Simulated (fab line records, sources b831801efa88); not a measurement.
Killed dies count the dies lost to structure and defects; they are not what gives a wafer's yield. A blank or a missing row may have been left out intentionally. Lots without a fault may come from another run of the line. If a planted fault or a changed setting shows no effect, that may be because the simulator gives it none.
8D (eight disciplines) problem report, filled in by code || flow gf180mcu || the parts of the form that need people (team, actions taken, sign-off) are left out

== 1. THE PROBLEM ==
Across 9 wafers from 3 lots, LVPWELL_OVL at GF_LVPWELL_OVL_MEAS_07 averages -141.0 nm, while fault-free wafers read -0.1 nm with a standard deviation of 1.6. Relative to the usual mean, that is a shift of -88 standard deviations.
First seen on wafer L565.1, day 5 03:37, on overlay-01. At this step, 36 wafers from 12 lots have a number in the record. Rule for "out" (also "out of limits"): further than 4 standard deviations from the usual mean. The other wafers with a number count as sound.

== 2. WHAT IT IS, WHAT IT ISN'T ==
{"question": "which readings at this step", "is": "LVPWELL_OVL", "is not": "-"}
{"question": "which lots", "is": "L565, L567, L568", "is not": "L561, L562, L564, L575, L576, L577, L579, L582, L583"}
{"question": "which wafers of those lots", "is": "all that have a number", "is not": "-"}
{"question": "read on which gauges", "is": "overlay-01", "is not": "overlay-02"}
{"question": "when", "is": "from day 5 03:37", "is not": "up to then (9 sound wafers); but 18 sound wafers of L575, L576, L577, L579, L582, L583 came after"}

== 3. THE SUSPECTS, EACH WITH WHAT RULES IT OUT ==
Counting: a tool at a process step up to the reading stays a suspect if it ran every lot that is out and no sound lot after the first of them.
- the gauge at GF_LVPWELL_OVL_MEAS_07: kept. All the wafers that are out were read on overlay-01, and no step on other tools shows them out.
- iline_stepper-02 at GF_LVPWELL_EXPOSE_04 (exposes mask LVPWELL, target cd 600 nm): kept. It processed each lot that is out, first L565 at day 4 20:42, and no sound lot thereafter; up to then, the last sound lot it processed was L564 at day 4 13:01.
Left after counting: iline_stepper-02 at GF_LVPWELL_EXPOSE_04, overlay-01 at GF_LVPWELL_OVL_MEAS_07.

== 4. THE CAUSE (what the simulator had put in) ==
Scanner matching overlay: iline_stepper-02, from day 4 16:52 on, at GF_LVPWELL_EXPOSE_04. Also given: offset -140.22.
2 suspects survive the count, and this tool is in that group.

== 5. SEQUENCE OF EFFECTS, ordered by route ==
Rows list readings where the struck wafers' mean (over those with a number) sits beyond 3 standard deviations from the usual. Only readings whose record carries a usual standard deviation are examined. hours: median over the lots of the time between each lot's start at the first step of this table that gives one and its start at this step. sigmas: the change, counted in usual standard deviations.
{"hours": 0, "step": "GF_LVPWELL_OVL_MEAS_07", "reading": "LVPWELL_OVL", "usual": "-0.1 nm", "on struck wafers": -141.0, "change": -140.9, "sigmas": -88}
Later measuring or inspecting steps at which every struck wafer that the step has a row for has a number for every such reading, and none has moved that far: GF_POLY_GATE_CD_MEAS_10.

== 6. HOW IT WOULD HAVE BEEN CAUGHT EARLIER ==
In this record the first reading out of limits at a measuring or inspecting step was taken at day 5 03:37, 11 hours after the fault began at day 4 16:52.
Tool readings at GF_LVPWELL_EXPOSE_04 with a usual standard deviation given in the record: none out on any struck wafer, hence no alarm at a limit of 4 standard deviations on them.
Lots out: 3; of these, L567, L568 started GF_LVPWELL_EXPOSE_04 on iline_stepper-02 after day 5 03:37. A hold on the tool at that time would have spared those 2.
